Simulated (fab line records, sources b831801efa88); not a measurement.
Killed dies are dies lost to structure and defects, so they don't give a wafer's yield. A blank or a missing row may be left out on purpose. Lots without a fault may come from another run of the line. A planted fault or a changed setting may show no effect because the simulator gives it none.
Problem report in the 8D (eight disciplines) form, filled by code | flow sky130 | the parts of the form that need people (team, actions taken, sign-off) are left out

1. THE PROBLEM
sort_bin_3_pad_short at SKY_PAD_OPEN_PROBE_99 reads a mean of 4.3 % on 1 wafer of 1 lot; wafers without a fault read 0.8 % with a standard deviation of 0.38. That is +9.2 standard deviations from the usual mean.
First seen on wafer L137.1, day 51 23:03, on prober-01. The record holds 33 wafers of 11 lots with a number at this step. Rule for "out", or "out of limits": more than 4 standard deviations from the usual mean. The other wafers with a number count as sound.

2. WHAT IT IS AND WHAT IT IS NOT
question                    | is                                                                                                       | is not
which readings at this step | sort_bin_3_pad_short, defect_limited_yield, killed_at_M0_to_M3, killed_dies, sort_n_pass, sort_yield_pct | killed_at_M4_up, killed_at_contacts, killed_at_front_end, killed_at_other, killed_short, sort_bin_6_memory
which lots                  | L137                                                                                                     | L116, L117, L119, L122, L123, L125, L126, L127, L128, L138
which wafers of those lots  | L137.1                                                                                                   | L137.2, L137.4
read on which tools         | prober-01                                                                                                | prober-02
when                        | from day 51 23:03                                                                                        | up to then (27 sound wafers); but 5 sound wafers of L137, L138 came after

3. SUSPECTS, AND WHAT RULES EACH OUT
Counting: a tool at a process step up to the reading stays a suspect if it ran every lot that is out. Sound lots after the first of them don't rule it out here, since some wafers of a struck lot are sound.
- rie_diel-04 at SKY_VIA2_ETCH_14 (etches BARC in N2/H2, stops on SiO2, time 45.9 s, target depth 60 nm): kept. It ran the lot that is out, L137 (day 44 00:25); its last sound lot up to then is L126 (day 41 05:34).
- cmp-01 at SKY_VIA4_CMP_21 (polishes, stops on SiO2, t overpolish 25 s, target thk 0 nm): kept. It ran the lot that is out, L137 (day 49 19:40); its last sound lot up to then is L128 (day 48 02:20).
- plasma_asher-03 at SKY_PASSIVATION_STRIP_12 (strips in O2/N2): kept. It ran the lot that is out, L137 (day 51 05:49); its last sound lot up to then is L128 (day 49 19:46).
- prober-01 at SKY_PAD_OPEN_PROBE_99: kept. It ran the lot that is out, L137 (day 51 23:03); its last sound lot up to then is L127 (day 50 09:59). Its own readings are out on those wafers: defect_limited_yield, killed_at_M0_to_M3, killed_dies, sort_bin_3_pad_short, sort_n_pass, sort_yield_pct.
- Within rie_diel-04 at SKY_VIA2_ETCH_14: the wafers that are out ran in chamber 2; their sound lot-mates ran in chambers 0, 1.
- Within cmp-01 at SKY_VIA4_CMP_21: the wafers that are out ran in chamber 0; their sound lot-mates ran in chambers 1, 2.
Left after counting: rie_diel-04 at SKY_VIA2_ETCH_14, cmp-01 at SKY_VIA4_CMP_21, plasma_asher-03 at SKY_PASSIVATION_STRIP_12, prober-01 at SKY_PAD_OPEN_PROBE_99.

4. THE CAUSE (what the simulator had put in)
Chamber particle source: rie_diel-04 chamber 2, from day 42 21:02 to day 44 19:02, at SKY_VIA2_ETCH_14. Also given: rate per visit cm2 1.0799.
Counting left 4 suspects, and this tool is among them.

5. THE CHAIN OF EFFECTS, in route order
Each row: a reading whose mean over the struck wafers that have a number lies more than 3 standard deviations from the usual. Only readings for which the record gives a usual standard deviation are gone through. hours: the time from each lot's start at the first step in this table that gives one to its start at this step, as a median over the lots. sigmas: the change in usual standard deviations.
hours | step                  | reading              | usual  | on struck wafers | change | sigmas
0     | SKY_PAD_OPEN_PROBE_99 | defect_limited_yield | 82.5 % | 73.8             | -8.7   | -4.6
0     | SKY_PAD_OPEN_PROBE_99 | killed_at_M0_to_M3   | 43     | 88               | +45    | +7.0
0     | SKY_PAD_OPEN_PROBE_99 | killed_dies          | 86     | 129              | +43    | +4.7
0     | SKY_PAD_OPEN_PROBE_99 | sort_bin_3_pad_short | 0.8 %  | 4.3              | +3.5   | +9.2
0     | SKY_PAD_OPEN_PROBE_99 | sort_bin_5_function  | 10.3 % | 15.4             | +5.1   | +3.6
0     | SKY_PAD_OPEN_PROBE_99 | sort_n_pass          | 406    | 363              | -43    | -4.7
0     | SKY_PAD_OPEN_PROBE_99 | sort_yield_pct       | 82.5 % | 73.8             | -8.7   | -4.6
The process steps in it:
- SKY_PAD_OPEN_PROBE_99

6. WHAT WOULD HAVE CAUGHT IT SOONER
In this record the first reading out of limits was taken at day 51 23:03, 218 hours after the fault began at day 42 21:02.
Of the tool readings at SKY_VIA2_ETCH_14 for which the record gives a usual standard deviation, none was out on any struck wafer, so an alarm limit of 4 standard deviations on them would not have fired.
All the lots that are out (1) had begun SKY_VIA2_ETCH_14 on rie_diel-04 by day 51 23:03. A hold on the tool at that time would have spared none of them.
